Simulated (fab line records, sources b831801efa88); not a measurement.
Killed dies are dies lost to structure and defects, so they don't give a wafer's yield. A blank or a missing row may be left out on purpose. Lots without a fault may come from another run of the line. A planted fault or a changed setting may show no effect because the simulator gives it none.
One fault seen from 2 desks | flow gf180mcu | each desk has only its own numbers; what lay behind them comes last

THE METROLOGY DESK
What the gauges read, lot by lot, whatever tool the lot ran on: means of the sampled wafers that have a number. A lot is out of limits, marked OUT, if its mean lies more than 4 standard deviations from the usual mean; the brackets give that distance.
Columns: A = V5_W_RS at GF_V5_RS_MEAS_24, usual 0.326 ohm/sq; B = V5_W_THK at GF_V5_THK_MEAS_25, usual 358 nm; C = TOP_METAL_ALCU_RS at GF_TOP_METAL_RS_MEAS_05, usual 0.0328 ohm/sq; D = TOP_METAL_ALCU_THK at GF_TOP_METAL_THK_MEAS_06, usual 899 nm; E = cd_nm at GF_TOP_METAL_CD_MEAS_14, usual 441.0 nm; F = TOP_METAL_OVL at GF_TOP_METAL_OVL_MEAS_15, usual -0.9 nm
lot  | first seen here | A     | B   | C      | D   | E     | F
L269 | day 29 20:50    | 0.327 | 355 | 0.0337 | 875 | 443.8 | -2.1
L272 | day 30 11:09    | 0.326 | 361 | 0.0328 | 899 | 437.4 | -1.4
L275 | day 31 10:21    | 0.324 | 364 | 0.0329 | 897 | 437.8 | -0.5
L276 | day 31 17:10    | 0.335 | 352 | 0.0334 | 885 | 445.0 | 0.7
L278 | day 32 04:55    | 0.331 | 351 | 0.0322 | 920 | 441.8 | -2.5
L284 | day 33 15:36    | 0.320 | 364 | 0.0332 | 896 | 443.9 | -1.1
This desk's finding: nothing out of limits on any of the 6 lots.

THE TOOL OWNER'S DESK: pvd_sputter-02
The tool's own readings at GF_TOP_METAL_SPUTTER_04 (material TiN, target thk 25 nm, time 20.8 s): means of the sampled wafers that have a number, for each lot that ran on this tool. A lot is out of limits, marked OUT, if its mean lies more than 4 standard deviations from the usual mean; the brackets give that distance.
Columns: A = throttle_valve_pct at GF_TOP_METAL_SPUTTER_04, usual 29.7 %
lot  | first seen here | A
L272 | day 30 12:06    | 29.0
L275 | day 31 11:02    | 28.5
L278 | day 32 05:34    | 29.8
This desk's finding: nothing out of limits on any of the 3 lots.

PUT TOGETHER
The metrology desk saw nothing out of limits.
The tool owner's desk saw nothing out of limits.

WHAT THE SIMULATOR HAD PUT IN
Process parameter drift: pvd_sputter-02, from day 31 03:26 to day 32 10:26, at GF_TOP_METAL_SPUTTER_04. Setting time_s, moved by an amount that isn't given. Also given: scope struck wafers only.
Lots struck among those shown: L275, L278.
